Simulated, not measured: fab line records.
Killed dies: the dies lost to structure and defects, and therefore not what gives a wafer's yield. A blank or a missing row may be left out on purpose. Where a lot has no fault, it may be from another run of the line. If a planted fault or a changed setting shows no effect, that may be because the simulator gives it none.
Matching of chambers + flow gf180mcu + 4 sister chambers for GF_V3_CMP_04 on cmp-01
The step polishes SiO2. 8 wafers are shown with their chamber, then 10 later ones without.

WAFERS, EACH WITH ITS CHAMBER
| wafer  | chamber | motor-current-A (A) | time-to-endpoint-s (s) |
|--------|---------|---------------------|------------------------|
| L199.1 | 3       | 11.4                | 90                     |
| L199.4 | 2       | 11.4                | 93                     |
| L203.2 | 0       | 12.5                | 79                     |
| L203.3 | 3       | 11.3                | 91                     |
| L207.1 | 2       | 10.9                | 70                     |
| L207.6 | 1       | 13.0                | 67                     |
| L208.1 | 1       | 13.1                | 64                     |
| L208.5 | 0       | 12.9                | 71                     |

WAFERS WITH NO CHAMBER GIVEN
| wafer  | motor-current-A (A) | time-to-endpoint-s (s) |
|--------|---------------------|------------------------|
| L208.6 | 11.7                | 80                     |
| L209.2 | 11.6                | 81                     |
| L209.3 | 12.8                | 75                     |
| L209.4 | 12.8                | 80                     |
| L210.3 | 12.6                | 71                     |
| L210.4 | 11.6                | 89                     |
| L210.5 | 11.0                | 74                     |
| L211.3 | 11.5                | 94                     |
| L211.4 | 11.4                | 84                     |
| L211.6 | 11.6                | 78                     |

WHICH CHAMBER EACH ONE RAN IN
| wafer  | from the rows above     | in truth |
|--------|-------------------------|----------|
| L208.6 | can't be placed: 3 or 2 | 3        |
| L209.2 | can't be placed: 3 or 2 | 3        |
| L209.3 | can't be placed: 0 or 1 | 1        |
| L209.4 | can't be placed: 0 or 1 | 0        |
| L210.3 | can't be placed: 0 or 1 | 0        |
| L210.4 | can't be placed: 3 or 2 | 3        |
| L210.5 | can't be placed: 2 or 3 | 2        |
| L211.3 | can't be placed: 3 or 2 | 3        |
| L211.4 | can't be placed: 3 or 2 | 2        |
| L211.6 | can't be placed: 3 or 2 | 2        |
Correct placement for 0 of the 10. From these rows, 10 cannot be placed; in 10 the true chamber is one of the candidates. Placed wrongly: 0.
How it was worked out, from the rows above alone: a wafer's distance from a chamber is the root of the sum, over the readings, of the square of ((its reading less the chamber's mean) divided by the reading's scatter). If the next closest chamber is less than 2 further off than the closest, the wafer can't be placed; otherwise it belongs to the closest. The mean given for a chamber averages the wafers shown for that chamber. The scatter: the root of (the sum of the squares of (reading less its chamber's mean) over the shown wafers, divided by (wafers less chambers)).
